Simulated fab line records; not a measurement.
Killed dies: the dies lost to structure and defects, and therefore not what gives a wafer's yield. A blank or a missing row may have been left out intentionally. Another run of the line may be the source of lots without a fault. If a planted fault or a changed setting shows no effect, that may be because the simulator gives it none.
Struck lot and sound lot, side by side + flow sky130 + 17 out of 708 route steps
Sound: wafers L338.1, L338.2, L338.4. Struck: wafer L339.3. (L339.4, L339.6 of the same lot were not struck and are left out.) The cause comes at the end.
Per side, at each step with rows, come the tool, then ch with its chambers, and then its first start. Under that, the readings that differ: sound wafers + struck wafers + difference of the means + sigmas: that difference in standard deviations of wafers without a fault.
alike: readings with means less than 2 such deviations apart, plus words and numbers identical on both sides. not compared: withheld readings, readings lacking a value on some wafer, bounds such as >300 that could conceal the same value, and numbers that have no deviation in the record and whose values overlap.
The two part at a step that has a row with sigmas, a row that says differs or no value, or rows on one side only. Numbers that don't overlap but have no deviation are shown without sigmas and don't part them. A reading missing from all wafers of one side parts the sides only when that side holds two or more wafers.

first, 3 steps without rows for these wafers: SKY_LI_CONTACT_EXPOSE_09 (exposes mask LICM1, target cd 170 nm); SKY_LI_CONTACT_PEB_10; SKY_LI_CONTACT_DEVELOP_11 (develop time 60 s).
SKY_LI_CONTACT_CD_MEAS_12: target cd 170 nm.
  sound: cd_sem-01 at day 31 21:57; struck: cd_sem-02 at day 32 23:22
  alike: cd_nm
SKY_LI_CONTACT_OVL_MEAS_13:
  sound: overlay-02 at day 31 22:04; struck: overlay-02 at day 32 23:28
  alike: LI_CONTACT_OVL
then, 1 step without rows for these wafers: SKY_LI_CONTACT_ETCH_14 (etches BARC in N2/H2, stops on SiO2, time 45.9 s, target depth 60 nm).
SKY_LI_CONTACT_ETCH_15: etches PSG in C4F8/O2/Ar, stops on Si, target depth 600 nm.
  sound on rie_diel-02 ch 0,2, day 31 22:10; struck on rie_diel-02 ch 1, day 32 23:32
  alike: oes_product_au
SKY_LI_CONTACT_STRIP_16: strips in O2/N2.
  sound on plasma_asher-01 ch 0,1, day 31 22:18; struck on plasma_asher-02 ch 0, day 32 23:39
  alike: drypump_motor_current_A, oes_product_au, strip_time_to_endpoint_s
  not compared: rf_hours_counter_h
then, 2 steps without rows for these wafers: SKY_LI_CONTACT_CLEAN_17 (cleans in NMP, time 600 s); SKY_LI_CONTACT_PRE_CLEAN_18 (time 5.6 s).
SKY_LI_CONTACT_SPUTTER_19: material Ti, target thk 20 nm, time 108.6 s.
  sound: pvd_sputter-04 at day 31 22:35; struck: pvd_sputter-01 at day 32 23:55
  alike: throttle_valve_pct
SKY_LI_CONTACT_SPUTTER_20: material TiN, target thk 20 nm, time 80 s.
  sound: pvd_sputter-04 at day 31 22:40; struck: pvd_sputter-01 at day 32 23:59
  alike: throttle_valve_pct
SKY_LI_CONTACT_CVD_21: deposits W, target thk 400 nm, time 120.56 s.
  sound on cvd_w-02 ch 0,1, day 31 22:44; struck on cvd_w-01 ch 0, day 33 00:05
  alike: heater_power_w
SKY_LI_CONTACT_RS_MEAS_22: uses a four-point probe to measure.
  sound: film_metro-03 at day 31 22:51; struck: film_metro-03 at day 33 00:13
| reading                  | sound             | struck | difference | sigmas |
|--------------------------|-------------------|--------|------------|--------|
| LI_CONTACT_W_RS (ohm/sq) | 0.289 0.291 0.290 | 0.343  | +0.053     | +17    |
SKY_LI_CONTACT_THK_MEAS_23: measures by xrf.
  sound: film_metro-03 at day 31 22:58; struck: film_metro-03 at day 33 00:19
| reading               | sound       | struck | difference | sigmas |
|-----------------------|-------------|--------|------------|--------|
| LI_CONTACT_W_THK (nm) | 408 406 407 | 358    | -49        | -5     |
SKY_LI_CONTACT_CMP_24: polishes, stops on PSG, t overpolish 20 s, target thk 0 nm.
  sound on cmp-01 ch 0,1,3, day 31 23:11; struck on cmp-02 ch 2, day 33 00:21
  alike: motor_current_A, overpolish_run_s, slurry_flow_ml_min, time_to_endpoint_s
following that, these wafers have no rows for 1 step: SKY_PAD_OPEN_PROBE_99.

## WHERE THEY PART
First at SKY_LI_CONTACT_RS_MEAS_22; last, within this record, at SKY_LI_CONTACT_THK_MEAS_23. Later steps at which nothing parts them and some readings are alike: SKY_LI_CONTACT_CMP_24.

WHY: the cause the simulator had injected
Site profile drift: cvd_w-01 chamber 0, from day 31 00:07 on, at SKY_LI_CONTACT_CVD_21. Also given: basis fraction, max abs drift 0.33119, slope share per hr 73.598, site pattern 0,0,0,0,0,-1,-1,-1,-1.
